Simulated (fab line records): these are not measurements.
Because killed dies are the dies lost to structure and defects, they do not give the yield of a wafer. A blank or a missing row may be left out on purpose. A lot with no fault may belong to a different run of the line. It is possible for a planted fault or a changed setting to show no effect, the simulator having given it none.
fab line records :: flow sky130
[record]
  lots = 13
  wafers = 39
  last-day = 50
route steps=708 shown RES_PROTECT@210 PAD_OPEN@708
lots that met no fault: taken from a fault-free run of the same line
start-h: start of the lot's first displayed wafer, in hours after the record's first day :: wait-h: how many hours have passed since the lot's step before this one :: " the same as in the row above :: L1.1+2: one row covering several wafers at once :: - no value present, or no start provided :: * or withheld: withheld :: < > ~ a bound
route shown NAME@n: a module of which the file shows steps, and the number in the route of the first :: usual: average and standard deviation across the fault-free wafers :: same: alike in all rows :: chamber/n: place in a boat :: sites: each site's reading :: _std_site: standard deviation across them :: _edge_site: inner sites' mean taken away from outer sites' mean :: radius-mm: for every site, how far away it sits from the centre of the wafer :: mask NAME#n: copy n :: behind: the most recent tool/chamber to have shaped the wafer :: hold: cause of the lot's hold/its duration in hours/its outcome :: device: the n, p or np transistor that did not switch :: end of line: tests of these same wafers at the route's end :: a step without rows: its recipe alone :: killed: dies that structure and defects cost at the first sort, which is not the same as the wafer's yield :: map: a wafer's dies, x killed, . not, _ none there
set.NAME: the run value of the setting; set.NAME@STEP: its run value at that earlier step :: model.NAME: the simulator's own value behind a step, which no gauge read
route steps across a sampled set of lots; one table per step, one row per wafer
services: when a tool's chamber went out of use (start-h, in hours from the record's first day, below 0 if earlier), for how many hours, and the reason
[[steps]]
[step SKY_RES_PROTECT_EXPOSE_04]
[recipe]
  mask-id = RPM
  na = 0.6
  source-shape = conventional
  sigma-outer = 0.6
  polarization = unpolarized
  target-cd-nm = 1270
  dose-mj = 131
[usual]
  exposure-dose-mJ-cm2 = 131.00/0.13
lot.wafer: L226.1
tool: iline-stepper-01
chamber: 0
start-h: 329.71
wait-h: -
mask: RPM#0
exposure-dose-mJ-cm2: 130.72

lot.wafer: L226.3
tool: iline-stepper-01
chamber: 0
start-h: 329.71
wait-h: -
mask: RPM#0
exposure-dose-mJ-cm2: 131.11

lot.wafer: L226.6
tool: iline-stepper-01
chamber: 0
start-h: 329.71
wait-h: -
mask: RPM#0
exposure-dose-mJ-cm2: 131.09

lot.wafer: L228.1
tool: iline-stepper-02
chamber: 0
start-h: 337.41
wait-h: -
mask: RPM#0
exposure-dose-mJ-cm2: 130.87

lot.wafer: L228.5
tool: iline-stepper-02
chamber: 0
start-h: 337.41
wait-h: -
mask: RPM#0
exposure-dose-mJ-cm2: 130.82

lot.wafer: L228.6
tool: iline-stepper-02
chamber: 0
start-h: 337.41
wait-h: -
mask: RPM#0
exposure-dose-mJ-cm2: 130.81

lot.wafer: L227.1
tool: iline-stepper-02
chamber: 0
start-h: 339.06
wait-h: -
mask: RPM#0
exposure-dose-mJ-cm2: 131.05

lot.wafer: L227.3
tool: iline-stepper-02
chamber: 0
start-h: 339.06
wait-h: -
mask: RPM#0
exposure-dose-mJ-cm2: 131.06

lot.wafer: L227.6
tool: iline-stepper-02
chamber: 0
start-h: 339.06
wait-h: -
mask: RPM#0
exposure-dose-mJ-cm2: 131.00

lot.wafer: L229.4
tool: iline-stepper-01
chamber: 0
start-h: 350.93
wait-h: -
mask: RPM#0
exposure-dose-mJ-cm2: 131.02

lot.wafer: L229.5
tool: iline-stepper-01
chamber: 0
start-h: 350.93
wait-h: -
mask: RPM#0
exposure-dose-mJ-cm2: 131.26

lot.wafer: L229.6
tool: iline-stepper-01
chamber: 0
start-h: 350.93
wait-h: -
mask: RPM#0
exposure-dose-mJ-cm2: 130.95

lot.wafer: L232.1
tool: iline-stepper-01
chamber: 0
start-h: 389.21
wait-h: -
mask: RPM#0
exposure-dose-mJ-cm2: 130.99

lot.wafer: L232.2
tool: iline-stepper-01
chamber: 0
start-h: 389.21
wait-h: -
mask: RPM#0
exposure-dose-mJ-cm2: 130.89

lot.wafer: L232.3
tool: iline-stepper-01
chamber: 0
start-h: 389.21
wait-h: -
mask: RPM#0
exposure-dose-mJ-cm2: 130.91

lot.wafer: L231.1
tool: iline-stepper-01
chamber: 0
start-h: 389.68
wait-h: -
mask: RPM_R1#0
exposure-dose-mJ-cm2: 131.15

lot.wafer: L231.4
tool: iline-stepper-01
chamber: 0
start-h: 389.68
wait-h: -
mask: RPM_R1#0
exposure-dose-mJ-cm2: 131.02

lot.wafer: L231.5
tool: iline-stepper-01
chamber: 0
start-h: 389.68
wait-h: -
mask: RPM_R1#0
exposure-dose-mJ-cm2: 131.04

lot.wafer: L235.1
tool: iline-stepper-02
chamber: 0
start-h: 404.44
wait-h: -
mask: RPM#0
exposure-dose-mJ-cm2: 131.09

lot.wafer: L235.2
tool: iline-stepper-02
chamber: 0
start-h: 404.44
wait-h: -
mask: RPM#0
exposure-dose-mJ-cm2: 131.22

lot.wafer: L235.5
tool: iline-stepper-02
chamber: 0
start-h: 404.44
wait-h: -
mask: RPM#0
exposure-dose-mJ-cm2: 131.07

lot.wafer: L241.2
tool: iline-stepper-01
chamber: 0
start-h: 465.99
wait-h: -
mask: RPM#0
exposure-dose-mJ-cm2: 130.93

lot.wafer: L241.4
tool: iline-stepper-01
chamber: 0
start-h: 465.99
wait-h: -
mask: RPM#0
exposure-dose-mJ-cm2: 130.89

lot.wafer: L241.6
tool: iline-stepper-01
chamber: 0
start-h: 465.99
wait-h: -
mask: RPM#0
exposure-dose-mJ-cm2: 130.99

lot.wafer: L243.1
tool: iline-stepper-01
chamber: 0
start-h: 472.38
wait-h: -
mask: RPM#0
exposure-dose-mJ-cm2: 130.89

lot.wafer: L243.4
tool: iline-stepper-01
chamber: 0
start-h: 472.38
wait-h: -
mask: RPM#0
exposure-dose-mJ-cm2: 130.94

lot.wafer: L243.5
tool: iline-stepper-01
chamber: 0
start-h: 472.38
wait-h: -
mask: RPM#0
exposure-dose-mJ-cm2: 130.99

lot.wafer: L244.2
tool: iline-stepper-01
chamber: 0
start-h: 484.42
wait-h: -
mask: RPM#0
exposure-dose-mJ-cm2: 131.08

lot.wafer: L244.3
tool: iline-stepper-01
chamber: 0
start-h: 484.42
wait-h: -
mask: RPM#0
exposure-dose-mJ-cm2: 131.08

lot.wafer: L244.5
tool: iline-stepper-01
chamber: 0
start-h: 484.42
wait-h: -
mask: RPM#0
exposure-dose-mJ-cm2: 131.08

lot.wafer: L246.1
tool: iline-stepper-01
chamber: 0
start-h: 496.62
wait-h: -
mask: RPM#0
exposure-dose-mJ-cm2: 130.95

lot.wafer: L246.2
tool: iline-stepper-01
chamber: 0
start-h: 496.62
wait-h: -
mask: RPM#0
exposure-dose-mJ-cm2: 131.18

lot.wafer: L246.3
tool: iline-stepper-01
chamber: 0
start-h: 496.62
wait-h: -
mask: RPM#0
exposure-dose-mJ-cm2: 131.25

lot.wafer: L247.2
tool: iline-stepper-02
chamber: 0
start-h: 507.24
wait-h: -
mask: RPM#0
exposure-dose-mJ-cm2: 131.03

lot.wafer: L247.3
tool: iline-stepper-02
chamber: 0
start-h: 507.24
wait-h: -
mask: RPM#0
exposure-dose-mJ-cm2: 130.95

lot.wafer: L247.6
tool: iline-stepper-02
chamber: 0
start-h: 507.24
wait-h: -
mask: RPM#0
exposure-dose-mJ-cm2: 130.88

lot.wafer: L248.2
tool: iline-stepper-01
chamber: 0
start-h: 520.47
wait-h: -
mask: RPM#0
exposure-dose-mJ-cm2: 130.77

lot.wafer: L248.3
tool: iline-stepper-01
chamber: 0
start-h: 520.47
wait-h: -
mask: RPM#0
exposure-dose-mJ-cm2: 131.00

lot.wafer: L248.5
tool: iline-stepper-01
chamber: 0
start-h: 520.47
wait-h: -
mask: RPM#0
exposure-dose-mJ-cm2: 130.95
[step SKY_PAD_OPEN_PROBE_99]
[usual]
  killed_at_M0_to_M3 = 44/6.4
  killed_at_M4_up = 3.4/2.1
  killed-at-contacts = 23/5
  killed-at-front-end = 15/4.5
  killed-at-other = 0.3/0.54
  killed-dies = 86/9.5
  killed-open = 48/6.9
  killed-short = 38/5.9
[same]
  gross-dies = 492
  killed-at-back-side = 0
lot.wafer: L226.1
tool: prober-02
chamber: -
start-h: 1078.48
wait-h: 0.1
killed_at_M0_to_M3: 39
killed_at_M4_up: 1
killed-at-contacts: 17
killed-at-front-end: 23
killed-at-other: 0
killed-dies: 80
killed-open: 40
killed-short: 40

lot.wafer: L226.3
tool: prober-02
chamber: -
start-h: 1078.58
wait-h: 0.2
killed_at_M0_to_M3: 49
killed_at_M4_up: 5
killed-at-contacts: 29
killed-at-front-end: 14
killed-at-other: 0
killed-dies: 97
killed-open: 54
killed-short: 43

lot.wafer: L226.6
tool: prober-02
chamber: -
start-h: 1078.73
wait-h: 0.2
killed_at_M0_to_M3: 43
killed_at_M4_up: 9
killed-at-contacts: 25
killed-at-front-end: 9
killed-at-other: 1
killed-dies: 87
killed-open: 45
killed-short: 42

lot.wafer: L232.1
tool: prober-01
chamber: -
start-h: 1119.45
wait-h: 0.1
killed_at_M0_to_M3: 42
killed_at_M4_up: 6
killed-at-contacts: 24
killed-at-front-end: 10
killed-at-other: 0
killed-dies: 82
killed-open: 40
killed-short: 42

lot.wafer: L232.2
tool: prober-01
chamber: -
start-h: 1119.50
wait-h: 0.1
killed_at_M0_to_M3: 37
killed_at_M4_up: 3
killed-at-contacts: 23
killed-at-front-end: 16
killed-at-other: 0
killed-dies: 79
killed-open: 49
killed-short: 28

lot.wafer: L232.3
tool: prober-01
chamber: -
start-h: 1119.55
wait-h: 0.2
killed_at_M0_to_M3: 42
killed_at_M4_up: 1
killed-at-contacts: 28
killed-at-front-end: 15
killed-at-other: 1
killed-dies: 87
killed-open: 49
killed-short: 38

lot.wafer: L235.1
tool: prober-01
chamber: -
start-h: 1133.42
wait-h: 0.1
killed_at_M0_to_M3: 51
killed_at_M4_up: 7
killed-at-contacts: 25
killed-at-front-end: 17
killed-at-other: 0
killed-dies: 100
killed-open: 63
killed-short: 37

lot.wafer: L235.2
tool: prober-01
chamber: -
start-h: 1133.47
wait-h: 0.1
killed_at_M0_to_M3: 50
killed_at_M4_up: 7
killed-at-contacts: 20
killed-at-front-end: 24
killed-at-other: 1
killed-dies: 102
killed-open: 50
killed-short: 48

lot.wafer: L235.5
tool: prober-01
chamber: -
start-h: 1133.62
wait-h: 0.2
killed_at_M0_to_M3: 43
killed_at_M4_up: 4
killed-at-contacts: 18
killed-at-front-end: 21
killed-at-other: 0
killed-dies: 86
killed-open: 43
killed-short: 42
// killed by level:class
L226.1 VIA1:geometric-particle:open=8 VIA3:geometric-particle:short=7 POLY_GATE:geometric-particle:open=6 LI_CONTACT:geometric-particle:open=6 CONTACT:geometric-particle:open=6 VIA3:geometric-particle:open=6 METAL2:geometric-particle:short=5 FIELD_ISO:geometric-particle:short=4
L226.3 CONTACT:geometric-particle:open=10 VIA1:geometric-particle:open=9 VIA2:geometric-particle:open=8 LI_CONTACT:geometric-particle:open=6 CONTACT:geometric-particle:short=6 VIA1:geometric-particle:short=6 METAL2:geometric-particle:short=6 POLY_GATE:geometric-particle:open=5
L226.6 VIA1:geometric-particle:open=13 METAL4:geometric-particle:short=9 VIA3:geometric-particle:open=8 LI_CONTACT:geometric-particle:open=6 CONTACT:geometric-particle:open=6 POLY_GATE:geometric-particle:short=5 LI_CONTACT:geometric-particle:short=5 VIA3:geometric-particle:short=5
L232.1 VIA1:geometric-particle:open=14 LI_CONTACT:geometric-particle:open=7 CONTACT:geometric-particle:open=6 METAL4:geometric-particle:short=6 LOCAL_INTERCONNECT:geometric-particle:short=5 CONTACT:geometric-particle:short=5 FIELD_ISO:geometric-particle:open=4 METAL2:geometric-particle:short=4
L232.2 CONTACT:geometric-particle:open=12 VIA1:geometric-particle:open=10 VIA2:geometric-particle:open=9 POLY_GATE:geometric-particle:short=4 POLY_GATE:geometric-particle:open=4 CONTACT:geometric-particle:short=4 VIA1:geometric-particle:short=4 FIELD_ISO:geometric-particle:open=3
L232.3 CONTACT:geometric-particle:open=11 VIA3:geometric-particle:open=10 VIA2:geometric-particle:open=7 FIELD_ISO:geometric-particle:open=6 METAL1:geometric-particle:short=6 VIA1:geometric-particle:open=6 LI_CONTACT:geometric-particle:open=5 LOCAL_INTERCONNECT:geometric-particle:short=5
L235.1 VIA1:geometric-particle:open=19 LI_CONTACT:geometric-particle:open=9 METAL2:geometric-particle:short=7 CONTACT:geometric-particle:open=6 VIA3:geometric-particle:open=6 FIELD_ISO:geometric-particle:open=5 FIELD_ISO:geometric-particle:short=5 VIA2:geometric-particle:open=5
L235.2 VIA1:geometric-particle:open=13 VIA2:geometric-particle:open=8 FIELD_ISO:geometric-particle:short=7 LI_CONTACT:geometric-particle:open=6 CONTACT:geometric-particle:open=6 VIA3:geometric-particle:open=5 METAL4:geometric-particle:short=5 POLY_GATE:geometric-particle:short=4
L235.5 VIA1:geometric-particle:short=9 FIELD_ISO:geometric-particle:open=7 VIA1:geometric-particle:open=7 VIA2:geometric-particle:open=7 POLY_GATE:geometric-particle:short=5 CONTACT:geometric-particle:short=5 LI_CONTACT:geometric-particle:open=5 CONTACT:geometric-particle:open=5
[[services]]
tool: iline-stepper-01
chamber: -
start-h: 380.04
hours: 1.7
kind: pm

tool: iline-stepper-02
chamber: -
start-h: 382.51
hours: 7.9
kind: repair

tool: iline-stepper-02
chamber: 0
start-h: 469.34
hours: -
kind: calibration

tool: iline-stepper-01
chamber: 0
start-h: 480.42
hours: -
kind: calibration

tool: iline-stepper-02
chamber: -
start-h: 519.74
hours: 1.7
kind: pm
[[key]]
[first-sign]
  step = SKY_RES_PROTECT_EXPOSE_04
  reading = mask
  direction = changed
effect none on later readings
met-at SKY_RES_PROTECT_EXPOSE_04
struck-lots L231
tester-left-out L231
onset-between 389.21 389.68
[fault]
  kind = wrong-mask
  tool = any
  chamber = -
  onset-h = 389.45
  steps = SKY_RES_PROTECT_EXPOSE_04
  aux-copy = RPM_R1#0
  cd-offset-nm = 190
  scope = struck-lots-only
// tester-left-out: of these lots the tester's yield and bins aren't shown, on N5 and GAA mostly nor the transistor test; their killed dies are dies lost to structure and defects alone, not to doping, threshold or leakage, so they don't give the yield
